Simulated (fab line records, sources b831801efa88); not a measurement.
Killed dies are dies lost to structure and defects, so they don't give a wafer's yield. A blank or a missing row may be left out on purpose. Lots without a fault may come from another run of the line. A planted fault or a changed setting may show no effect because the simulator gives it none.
Chamber matching | flow gf180mcu | GF_STI_ETCH_13 on rie_diel-01: 4 sister chambers
The step etches the open film in CHF3/O2, stops on Si, target depth 282.31 nm, time 112.9 s. 27 wafers are shown with their chamber, then 12 later ones without.

WAFERS WITH THEIR CHAMBER
wafer  | chamber | drypump_motor_current_A (A) | oes_product_au (a.u.) | throttle_valve_pct (%)
L074.3 | 1       | 5.7                         | 0.831                 | 8.807
L074.5 | 3       | 5.4                         | 0.821                 | 8.820
L074.6 | 0       | 5.9                         | 0.821                 | 8.801
L075.1 | 2       | 5.5                         | 0.834                 | 8.808
L075.2 | 3       | 5.4                         | 0.837                 | 8.810
L075.5 | 1       | 5.7                         | 0.846                 | 8.809
L077.1 | 2       | 5.5                         | 0.824                 | 8.809
L077.3 | 0       | 6.0                         | 0.826                 | 8.803
L077.5 | 3       | 5.4                         | 0.819                 | 8.819
L080.2 | 1       | 5.7                         | 0.831                 | 8.819
L080.5 | 3       | 5.4                         | 0.832                 | 8.805
L080.6 | 2       | 5.5                         | 0.834                 | 8.818
L082.1 | 0       | 5.9                         | 0.831                 | 8.818
L082.3 | 1       | 5.7                         | 0.830                 | 8.811
L082.6 | 3       | 5.4                         | 0.829                 | 8.800
L083.2 | 1       | 5.7                         | 0.829                 | 8.817
L083.3 | 3       | 5.4                         | 0.832                 | 8.817
L083.6 | 0       | 5.9                         | 0.827                 | 8.815
L087.1 | 2       | 5.5                         | 0.837                 | 8.796
L087.3 | 0       | 5.9                         | 0.829                 | 8.817
L087.6 | 0       | 5.9                         | 0.832                 | 8.809
L089.3 | 3       | 5.4                         | 0.839                 | 8.804
L089.4 | 0       | 5.9                         | 0.832                 | 8.809
L089.6 | 2       | 5.6                         | 0.841                 | 8.811
L092.3 | 0       | 6.0                         | 0.827                 | 8.813
L092.4 | 1       | 5.7                         | 0.823                 | 8.808
L092.6 | 0       | 5.9                         | 0.841                 | 8.832

SIGNATURES (means of the wafers above)
reading                 | chamber 0 | chamber 1 | chamber 2 | chamber 3 | scatter within a chamber
drypump_motor_current_A | 5.922     | 5.700     | 5.520     | 5.400     | 0.032
oes_product_au          | 0.82956   | 0.83167   | 0.83400   | 0.82986   | 0.00671
throttle_valve_pct      | 8.81300   | 8.81183   | 8.80840   | 8.81071   | 0.00793
Rule: a wafer's distance from a chamber is the root of the sum, over the readings, of the square of ((its reading less the chamber's mean) divided by the reading's scatter). The wafer belongs to the nearest chamber; if the next one is less than 2 further off, it can't be placed. The scatter: the root of (the sum of the squares of (reading less its chamber's mean) over the shown wafers, divided by (wafers less chambers)).

WAFERS WITHOUT THEIR CHAMBER
wafer  | drypump_motor_current_A (A) | oes_product_au (a.u.) | throttle_valve_pct (%)
L094.1 | 5.4                         | 0.844                 | 8.822
L094.2 | 6.0                         | 0.842                 | 8.811
L094.4 | 5.6                         | 0.831                 | 8.826
L095.1 | 5.7                         | 0.833                 | 8.799
L095.4 | 5.4                         | 0.834                 | 8.798
L095.5 | 5.9                         | 0.831                 | 8.817
L096.2 | 5.7                         | 0.836                 | 8.810
L096.4 | 5.9                         | 0.844                 | 8.808
L096.5 | 5.4                         | 0.844                 | 8.817
L097.1 | 5.9                         | 0.837                 | 8.803
L097.2 | 5.5                         | 0.844                 | 8.807
L097.3 | 5.7                         | 0.836                 | 8.820

WHICH CHAMBER EACH WENT THROUGH
wafer  | from the rows above     | in truth
L094.1 | can't be placed: 3 or 2 | 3
L094.2 | 0                       | 0
L094.4 | can't be placed: 2 or 1 | 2
L095.1 | 1                       | 1
L095.4 | 3                       | 3
L095.5 | 0                       | 0
L096.2 | 1                       | 1
L096.4 | 0                       | 0
L096.5 | can't be placed: 3 or 2 | 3
L097.1 | 0                       | 0
L097.2 | 2                       | 2
L097.3 | 1                       | 1
Placed correctly: 9 of 12. Can't be placed from these rows: 3 (the true chamber is among the candidates in 3). Placed wrongly: 0.
